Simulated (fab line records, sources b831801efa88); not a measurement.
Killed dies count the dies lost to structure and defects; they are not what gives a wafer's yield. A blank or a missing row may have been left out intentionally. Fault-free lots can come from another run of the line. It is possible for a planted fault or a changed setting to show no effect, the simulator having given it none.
Split-lot study    flow gf180mcu    23 wafers read across 5 lots, on a route 602 steps long

THE SPLIT ITSELF
At GF_M1_SPUTTER_02 (material AlCu, target thk 450 nm, time 23.9 s), the setting time s was moved away from the recipe's 23.9 s on 11 of the 23 wafers read, by -8.0% to +4.6%. For the rest of the wafers, this setting stayed at what the recipe calls for.

The reading comes from the split's own step.

THE READING
AlCu_of_M1_SPUTTER_02.thk nm (the simulator's own value, which no gauge read), in nm, at GF_M1_SPUTTER_02 (material AlCu, target thk 450 nm, time 23.9 s). The file gives no usual value for it. The 12 wafers here that ran the recipe average 450.6 nm, standard deviation 4.4 nm.

wafer   tool, chamber at the split  time s as run, s  against the recipe  AlCu_of_M1_SPUTTER_02.thk nm, nm  against lot-mates on the recipe
L074.1  pvd sputter-04, -           23.9              recipe              452.1                             -
L074.2  pvd sputter-04, -           24.99             +4.6%               475.2                             +19.6
L074.3  pvd sputter-04, -           24.99             +4.6%               476.6                             +21.0
L074.5  pvd sputter-04, -           24.99             +4.6%               478.9                             +23.3
L074.6  pvd sputter-04, -           23.9              recipe              459.1                             -
L075.2  pvd sputter-01, -           23.9              recipe              447.4                             -
L075.4  pvd sputter-01, -           23.9              recipe              455.1                             -
L075.5  pvd sputter-01, -           23.9              recipe              450.9                             -
L082.2  pvd sputter-01, -           23.9              recipe              452.3                             -
L082.3  pvd sputter-01, -           22.29             -6.7%               421                               -30.4
L082.4  pvd sputter-01, -           22.29             -6.7%               424.2                             -27.2
L082.5  pvd sputter-01, -           23.9              recipe              450.4                             -
L082.6  pvd sputter-01, -           22.29             -6.7%               427                               -24.4
L083.1  pvd sputter-04, -           23.9              recipe              452                               -
L083.2  pvd sputter-04, -           23.9              recipe              444.9                             -
L083.3  pvd sputter-04, -           22.9              -4.2%               434.2                             -12.0
L083.4  pvd sputter-04, -           23.9              recipe              441.6                             -
L083.5  pvd sputter-04, -           22.9              -4.2%               426.2                             -20.0
L085.1  pvd sputter-02, -           21.98             -8.0%               414.1                             -36.3
L085.2  pvd sputter-02, -           21.98             -8.0%               416.5                             -33.9
L085.3  pvd sputter-02, -           21.98             -8.0%               415.1                             -35.3
L085.5  pvd sputter-02, -           23.9              recipe              448.5                             -
L085.6  pvd sputter-02, -           23.9              recipe              452.4                             -

FIT RESULTS
A straight line over all 23 wafers: AlCu_of_M1_SPUTTER_02.thk nm changes by +4.62 nm for each +1% of time s; r = +0.97; the points scatter about the line by 4.4 nm.
The same after taking each lot's own level away (the mean of its wafers on the recipe; 23 wafers): +4.32 nm for each +1%; r = +0.99; scatter 3.1 nm.
That fit puts the effect of the largest move of time s on the reading at 35 nm.
Across the lots, their own levels run from 446.17 to 455.60 nm, a range of 2.1 times the standard deviation given above.
So the lot-to-lot level changes the slope little: the two slopes agree.
Check: with one of the wafers moved furthest among these (-8.0%) left out of the fit, the line predicts -33.8 nm for it against its lot-mates. Against them it came out at -36.3 nm.

OTHER SPLITS APPLIED TO THESE WAFERS
Other splits were also applied to these wafers ahead of the reading. Each is held against what the fit with the lots' levels taken away leaves over:
other split on the same wafers        wafers away from the commonest value  r with AlCu_of_M1_SPUTTER_02.thk nm (lot level and that fit taken away)
GF_PSD_IMPLANT_09 energy kev          6                                     +0.06
GF_SAB_CVD_00 time s                  5                                     -0.10
GF_SAB_DEVELOP_08 develop time s      5                                     +0.14
GF_SALICIDE_SPUTTER_03 time s         4                                     +0.37
GF_CONTACT_CMP_04 leave above ref nm  5                                     +0.44
GF_CONTACT_PEB_12 peb temp c          10                                    +0.16
GF_CONTACT_SPUTTER_22 power w         8                                     -0.14

THE FILE'S OWN FIT
AlCu_of_M1_SPUTTER_02.thk nm changes by +4.25 nm for each +1% of time s, r = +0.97.
